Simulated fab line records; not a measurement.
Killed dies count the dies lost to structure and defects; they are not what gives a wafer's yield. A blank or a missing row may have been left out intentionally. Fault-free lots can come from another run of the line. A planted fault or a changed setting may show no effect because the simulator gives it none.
The tool behind it: which one? + flow gf180mcu + Sampling: 14 lots, 42 wafers, 4 of 602 route steps

WHAT EACH GAUGE READ, for each wafer
GF_V2_THK_MEAS_25: measures by xrf. Usual: V2_W_THK gives 350 nm (standard deviation 8.1).
| lot  | measured     | on            | V2_W_THK (nm) | flag |
|------|--------------|---------------|---------------|------|
| L836 | day 20 16:32 | film-metro-04 | 355 350 350   |      |
| L838 | day 21 00:14 | film-metro-02 | 347 342 346   |      |
| L837 | day 21 04:01 | film-metro-01 | 358 363 355   |      |
| L839 | day 21 09:10 | film-metro-02 | 350 353 349   |      |
| L840 | day 22 00:49 | film-metro-01 | 363 360 367   |      |
| L843 | day 22 19:26 | film-metro-04 | 350 342 349   |      |
| L850 | day 25 15:04 | film-metro-01 | 362 359 348   |      |
| L851 | day 26 00:08 | film-metro-01 | 353 350 356   |      |
| L852 | day 26 02:01 | film-metro-04 | 346 337 338   |      |
| L854 | day 26 17:07 | film-metro-04 | 327 331 334   |      |
| L856 | day 27 07:52 | film-metro-04 | 342 345 349   |      |
| L857 | day 27 08:06 | film-metro-02 | 348 349 351   |      |
| L858 | day 28 00:01 | film-metro-02 | 348 352 351   |      |
| L859 | day 28 01:43 | film-metro-02 | 356 360 361   |      |

GF_M3_CD_MEAS_14 targets a cd of 280 nm. Usual: cd-nm 279.9 nm, standard deviation 0.93.
| lot  | measured     | on        | cd-nm (nm)        | flag |
|------|--------------|-----------|-------------------|------|
| L836 | day 21 17:50 | cd-sem-02 | 280.1 280.0 279.7 |      |
| L838 | day 22 00:55 | cd-sem-01 | 279.6 280.5 279.6 |      |
| L837 | day 22 04:31 | cd-sem-02 | 280.0 280.6 280.2 |      |
| L839 | day 22 08:47 | cd-sem-02 | 281.1 282.7 281.0 |      |
| L840 | day 23 00:44 | cd-sem-01 | 281.0 280.5 280.3 |      |
| L843 | day 23 18:09 | cd-sem-02 | 279.4 279.8 279.2 |      |
| L850 | day 26 12:34 | cd-sem-02 | 278.5 279.4 278.9 |      |
| L851 | day 26 20:46 | cd-sem-02 | 281.0 279.5 279.6 |      |
| L852 | day 26 23:01 | cd-sem-02 | 280.4 279.8 280.0 |      |
| L854 | day 27 13:52 | cd-sem-01 | 280.7 281.7 281.0 |      |
| L856 | day 28 04:10 | cd-sem-02 | 280.7 280.7 280.5 |      |
| L857 | day 28 04:19 | cd-sem-01 | 279.5 278.8 278.9 |      |
| L858 | day 28 19:49 | cd-sem-01 | 279.8 279.8 280.0 |      |
| L859 | day 28 21:33 | cd-sem-01 | 280.4 279.3 279.8 |      |

WHICH TOOL RAN EACH LOT (tool, then ch and the chambers of the sampled wafers, then the start)
| lot  | GF_V2_SPUTTER_22             | GF_M3_SPUTTER_01             |
|------|------------------------------|------------------------------|
| L836 | pvd-sputter-03, day 20 16:08 | pvd-sputter-04, day 20 16:59 |
| L838 | pvd-sputter-03, day 20 23:58 | pvd-sputter-02, day 21 00:42 |
| L837 | pvd-sputter-01, day 21 03:44 | pvd-sputter-02, day 21 04:28 |
| L839 | pvd-sputter-03, day 21 08:53 | pvd-sputter-04, day 21 09:37 |
| L840 | pvd-sputter-03, day 22 00:32 | pvd-sputter-04, day 22 01:16 |
| L843 | pvd-sputter-03, day 22 19:08 | pvd-sputter-04, day 22 19:58 |
| L850 | pvd-sputter-01, day 25 14:47 | pvd-sputter-04, day 25 15:32 |
| L851 | pvd-sputter-04, day 25 23:52 | pvd-sputter-03, day 26 00:36 |
| L852 | pvd-sputter-03, day 26 01:44 | pvd-sputter-04, day 26 02:28 |
| L854 | pvd-sputter-01, day 26 16:50 | pvd-sputter-03, day 26 17:34 |
| L856 | pvd-sputter-03, day 27 07:36 | pvd-sputter-02, day 27 08:27 |
| L857 | pvd-sputter-04, day 27 07:50 | pvd-sputter-03, day 27 08:44 |
| L858 | pvd-sputter-04, day 27 23:45 | pvd-sputter-02, day 28 00:29 |
| L859 | pvd-sputter-01, day 28 01:26 | pvd-sputter-02, day 28 02:33 |
- GF_V2_SPUTTER_22: material TiN, target thk 10 nm, time 40 s.
- GF_M3_SPUTTER_01: material TiN, target thk 30 nm, time 25 s.

AS READ BY THE TOOLS THEMSELVES (means over the sampled wafers that have a number; for cases with no such wafer, the mark the record gives instead)
GF_V2_SPUTTER_22. Usual: chamber-pressure-pa 5.000 Pa, standard deviation 0.0094; throttle-valve-pct 29.8 %, standard deviation 1.2.
| lot  | tool           | chamber-pressure-pa (Pa) | throttle-valve-pct (%) | flag |
|------|----------------|--------------------------|------------------------|------|
| L836 | pvd-sputter-03 | 5.004                    | 31.3                   |      |
| L838 | pvd-sputter-03 | 5.011                    | 30.5                   |      |
| L837 | pvd-sputter-01 | 5.005                    | 29.3                   |      |
| L839 | pvd-sputter-03 | 4.996                    | 29.6                   |      |
| L840 | pvd-sputter-03 | 4.995                    | 28.7                   |      |
| L843 | pvd-sputter-03 | 5.004                    | 30.2                   |      |
| L850 | pvd-sputter-01 | 5.002                    | 29.6                   |      |
| L851 | pvd-sputter-04 | 4.999                    | 29.1                   |      |
| L852 | pvd-sputter-03 | 5.007                    | 29.9                   |      |
| L854 | pvd-sputter-01 | 5.005                    | 29.6                   |      |
| L856 | pvd-sputter-03 | 4.998                    | 29.9                   |      |
| L857 | pvd-sputter-04 | 5.001                    | 29.7                   |      |
| L858 | pvd-sputter-04 | 5.002                    | 29.7                   |      |
| L859 | pvd-sputter-01 | 4.999                    | 29.3                   |      |

GF_M3_SPUTTER_01. Usual: chamber-pressure-pa 0.4000 Pa, standard deviation 0.0011; throttle-valve-pct 29.9 %, standard deviation 1.2.
| lot  | tool           | chamber-pressure-pa (Pa) | throttle-valve-pct (%) | flag |
|------|----------------|--------------------------|------------------------|------|
| L836 | pvd-sputter-04 | 0.4010                   | 30.1                   |      |
| L838 | pvd-sputter-02 | 0.4006                   | 29.3                   |      |
| L837 | pvd-sputter-02 | 0.4003                   | 29.7                   |      |
| L839 | pvd-sputter-04 | 0.3996                   | 29.6                   |      |
| L840 | pvd-sputter-04 | 0.3994                   | 29.5                   |      |
| L843 | pvd-sputter-04 | 0.4008                   | 29.1                   |      |
| L850 | pvd-sputter-04 | 0.3386                   | 33.0                   | OFF  |
| L851 | pvd-sputter-03 | 0.4004                   | 29.9                   |      |
| L852 | pvd-sputter-04 | 0.3385                   | 32.1                   | OFF  |
| L854 | pvd-sputter-03 | 0.3999                   | 30.5                   |      |
| L856 | pvd-sputter-02 | 0.4005                   | 30.3                   |      |
| L857 | pvd-sputter-03 | 0.4009                   | 29.4                   |      |
| L858 | pvd-sputter-02 | 0.3998                   | 29.7                   |      |
| L859 | pvd-sputter-02 | 0.3997                   | 29.7                   |      |

THE ANSWER, worked out from the rows above alone
Rule: lot off if the mean of its wafers having a number is beyond 3 standard deviations from the usual mean. Also off: a lot with no number at a reading for which 4 or more lots have one. Where the step has rows for the other lots, those lots are counted as sound. Order of review: gauges by route order, followed by the tools' own readings, for which a lot's mean as printed above is used. At the first step where some lot is off, the reading lying furthest off is the one used; lots without a number count as furthest.
Off at GF_M3_SPUTTER_01 (chamber-pressure-pa): L850, L852.
A tool fits if, at that step or a process step before it, it ran every lot that is off, and no sound lot after the first of them. One candidate fits, namely pvd-sputter-04 at GF_M3_SPUTTER_01. A fault onset in the window from L843 (day 22 19:58, its last sound lot) to L850 (day 25 15:32, its first lot off) fits.
The tool's own readings at GF_M3_SPUTTER_01 bear it out: on the lots that are off they differ by more than 5 times the standard deviation of the sound lots' means. chamber-pressure-pa reads 0.3386 Pa there against 0.4002 Pa on the sound lots; throttle-valve-pct reads 32.5 % there against 29.7 % on the sound lots.

WHAT HAD BEEN PUT IN BY THE SIMULATOR
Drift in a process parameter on pvd-sputter-04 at GF_M3_SPUTTER_01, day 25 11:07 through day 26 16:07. The setting chamber-pressure-pa was moved by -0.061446, starting from 0.4. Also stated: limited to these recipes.
Shown lots that were struck: L850, L852. The rule given above showed the same thing.
